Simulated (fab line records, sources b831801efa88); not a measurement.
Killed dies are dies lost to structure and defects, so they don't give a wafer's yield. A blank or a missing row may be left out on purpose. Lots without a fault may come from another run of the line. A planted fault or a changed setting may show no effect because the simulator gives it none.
A struck lot beside a sound one | flow sky130 | 14 steps out of a route of 708
Sound: wafers L628.2, L628.3, L628.5. Struck: wafers L638.2, L638.6. (L638.5 of the same lot was not struck and is left out.) The cause comes at the end.
At each step with rows: each side's tool, then ch and its chambers, then its first start. Under that, the readings that differ: sound wafers | struck wafers | difference of the means | sigmas: that difference in standard deviations of wafers without a fault.
alike: readings whose means differ by less than 2 such deviations, and words and numbers that are the same on both sides. not compared: withheld readings, readings that some wafer has no value for, bounds like >300 that may hide the same value, and numbers for which the record gives no deviation and whose values overlap.
The two part at a step that has a row with sigmas, a row that says differs or no value, or rows on one side only. Numbers that don't overlap but have no deviation are shown without sigmas and don't part them. A reading that every wafer of one side lacks parts them only if that side has two wafers or more.

SKY_VIA3_CD_MEAS_12: target cd 200 nm.
  sound on cd_sem-02, day 39 20:39; struck on cd_sem-01, day 42 18:36
  alike: cd_nm
SKY_VIA3_OVL_MEAS_13:
  sound on overlay-02, day 39 20:45; struck on overlay-01, day 42 18:42
  alike: VIA3_OVL
SKY_VIA3_ETCH_14: etches BARC in N2/H2, stops on SiO2, time 45.9 s, target depth 60 nm.
  sound on rie_diel-01 ch 0,1, day 39 20:47; struck on rie_diel-03 ch 0,2, day 42 18:44
  reading             | sound             | struck      | difference | sigmas
  h2_flow_sccm (sccm) | 200.1 201.1 200.8 | 198.7 199.8 | -1.4       | -2
  alike: drypump_motor_current_A, oes_product_au, throttle_valve_pct
  not compared: rf_hours_counter_h
then, 1 step without rows for these wafers: SKY_VIA3_ETCH_15 (etches SiO2 in C4F8/O2/Ar, stops on TiN, target depth 507 nm, time 78 s).
SKY_VIA3_STRIP_16: strips in O2/N2.
  sound on plasma_asher-01 ch 1, day 39 20:53; struck on plasma_asher-03 ch 1, day 42 18:50
  alike: drypump_motor_current_A, oes_product_au, strip_time_to_endpoint_s
  not compared: rf_hours_counter_h
then, 3 steps without rows for these wafers: SKY_VIA3_STRIP_17 (strips in post etch residue remover, time 1200 s); SKY_VIA3_CLEAN_18 (cleans in IPA, time 180 s); SKY_VIA3_CLEAN_19 (cleans in O3/DIW).
SKY_VIA3_SPUTTER_20: material TiN, target thk 20 nm, time 80 s.
  sound on pvd_sputter-04, day 39 21:29; struck on pvd_sputter-03, day 42 19:28
  alike: throttle_valve_pct
SKY_VIA3_CVD_21: deposits W, target thk 390 nm, time 117.31 s.
  sound on cvd_w-02 ch 0,1, day 39 21:32; struck on cvd_w-01 ch 0, day 42 19:32
  alike: heater_power_w
SKY_VIA3_RS_MEAS_22: measures by four-point-probe.
  sound on film_metro-02, day 39 21:41; struck on film_metro-04, day 42 19:40
  alike: VIA3_W_RS
SKY_VIA3_THK_MEAS_23: measures by xrf.
  sound on film_metro-02, day 39 21:48; struck on film_metro-04, day 42 19:47
  alike: VIA3_W_THK
SKY_VIA3_CMP_24: polishes, stops on SiO2, t overpolish 20 s, target thk 0 nm.
  sound on cmp-01 ch 0,2,3, day 39 21:54; struck on cmp-01 ch 0,3, day 42 19:50
  reading                | sound                | struck      | difference | sigmas
  overpolish_run_s (s)   | 20.001 20.005 20.008 | 0.039 0.036 | -19.967    | -99 or more
  time_to_endpoint_s (s) | 106 96 95            | 149 150     | +50        | +9
  alike: motor_current_A, retaining_ring_pressure_frac
SKY_METAL4_SPUTTER_00: material Ti, target thk 15 nm, time 10 s.
  the record has rows for the sound wafers here (pvd_sputter-01, day 39 22:09) and none for the struck ones

WHERE THEY PART
First at SKY_VIA3_ETCH_14; last, within this record, at SKY_METAL4_SPUTTER_00.

WHY: what the simulator had put in
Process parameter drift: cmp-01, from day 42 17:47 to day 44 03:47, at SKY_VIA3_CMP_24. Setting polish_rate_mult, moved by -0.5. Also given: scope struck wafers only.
